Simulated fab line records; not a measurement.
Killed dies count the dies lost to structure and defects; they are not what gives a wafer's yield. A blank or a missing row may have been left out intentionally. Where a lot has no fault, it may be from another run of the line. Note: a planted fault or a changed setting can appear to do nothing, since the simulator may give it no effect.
Comparing a struck lot with a sound one || flow sky130 || 15 steps out of a route of 708
Sound: wafers L457.3, L457.4, L457.6. Struck: wafer L462.6. (L462.3, L462.5 of the same lot were not struck and are left out.) The cause comes at the end.
At each step with rows: each side's tool, then ch and its chambers, then its first start. Under that, the readings that differ: sound wafers || struck wafers || difference of the means || sigmas: that difference in standard deviations of wafers without a fault.
alike: same words and numbers on both sides, and readings whose means sit less than 2 such deviations apart. not compared: any withheld reading, any reading some wafer has no value for, any bound like >300 that may hide the same value, and any number with overlapping values for which the record gives no deviation.
The two part at a step that has a row with sigmas, a row that says differs or no value, or rows on one side only. Numbers that don't overlap but have no deviation are shown without sigmas and don't part them. A reading missing from all wafers of one side parts the sides only when that side holds two or more wafers.

first, 2 steps without rows for these wafers: SKY_VT_ADJUST_PCH_PEB_05; SKY_VT_ADJUST_PCH_DEVELOP_06 (develop time 60 s).
SKY_VT_ADJUST_PCH_OVL_MEAS_07:
  sound on overlay-01 at day 14 06:29; struck on overlay-01 at day 16 07:58
  alike: VT_ADJUST_PCH_OVL
then, 1 step without rows for these wafers: SKY_VT_ADJUST_PCH_IMPLANT_08.
SKY_VT_ADJUST_PCH_STRIP_09: strips in O2/N2.
  sound on plasma asher-03 ch 0,1, day 14 06:42; struck on plasma asher-04 ch 1, day 16 08:10
  alike: drypump motor current A, n2 flow sccm, oes product au, strip time to endpoint s
  not compared: rf hours counter h
SKY_VT_ADJUST_PCH_TW_MEAS_10:
  sound on film metro-04 at day 14 06:47; struck on film metro-03 at day 16 08:15
{"reading": "VT_ADJUST_PCH_TW", "sound": "139.5 140.5 139.4", "struck": 142.4, "difference": "+2.6", "sigmas": "+2"}
then, 6 steps without rows for these wafers: SKY_SONOS_TUNNEL_DEHYDRATE_00 (time 60 s); SKY_SONOS_TUNNEL_HMDS_01 (prime time 60 s); SKY_SONOS_TUNNEL_COAT_02 (resist thk 1140 nm); SKY_SONOS_TUNNEL_SOFTBAKE_03 (time 60 s); SKY_SONOS_TUNNEL_EXPOSE_04 (exposes mask TUNM, target cd 410 nm); SKY_SONOS_TUNNEL_PEB_05.
SKY_SONOS_TUNNEL_DEVELOP_06: develop time 60 s.
  sound on litho track-03 ch 0, day 15 09:13; struck on litho track-03 ch 0, day 17 11:19
  alike: chill plate temp C
SKY_SONOS_TUNNEL_OVL_MEAS_08:
  sound on overlay-01 at day 15 09:27; struck on overlay-01 at day 17 12:40
{"reading": "hold", "sound": "- - -", "struck": "await dispo/0.8h/release", "difference": "no value on the sound wafers", "sigmas": ""}
{"reading": "SONOS_TUNNEL_OVL (nm)", "sound": "-1.5 0.5 -0.5", "struck": 2.8, "difference": "+3.3", "sigmas": "+2"}
-- here the record skips 33 days between the struck wafers' starts before and after, leaving off in module SONOS_TUNNEL and picking up in module PAD_OPEN (first step shown: number 708 of the route) --
SKY_PAD_OPEN_PROBE_99:
  sound on prober-02 at day 48 18:14; struck on prober-02 at day 50 06:15
{"reading": "hold", "sound": "- - -", "struck": "await dispo/4.5h/release", "difference": "no value on the sound wafers", "sigmas": ""}
{"reading": "killed at front end", "sound": "8 13 16", "struck": 427, "difference": "+415", "sigmas": "+94"}
{"reading": "killed dies", "sound": "83 90 82", "struck": 492, "difference": "+407", "sigmas": "+44"}
{"reading": "killed on rim", "sound": "20 15 18", "struck": 96, "difference": "+78", "sigmas": "+22"}
  alike: killed_at_M0_to_M3, killed_at_M4_up, killed at contacts, killed at other, killed open, killed short

WHERE THEY PART
At SKY_VT_ADJUST_PCH_TW_MEAS_10 first; at SKY_PAD_OPEN_PROBE_99 last (within this record only).

WHY: whatever the simulator had introduced
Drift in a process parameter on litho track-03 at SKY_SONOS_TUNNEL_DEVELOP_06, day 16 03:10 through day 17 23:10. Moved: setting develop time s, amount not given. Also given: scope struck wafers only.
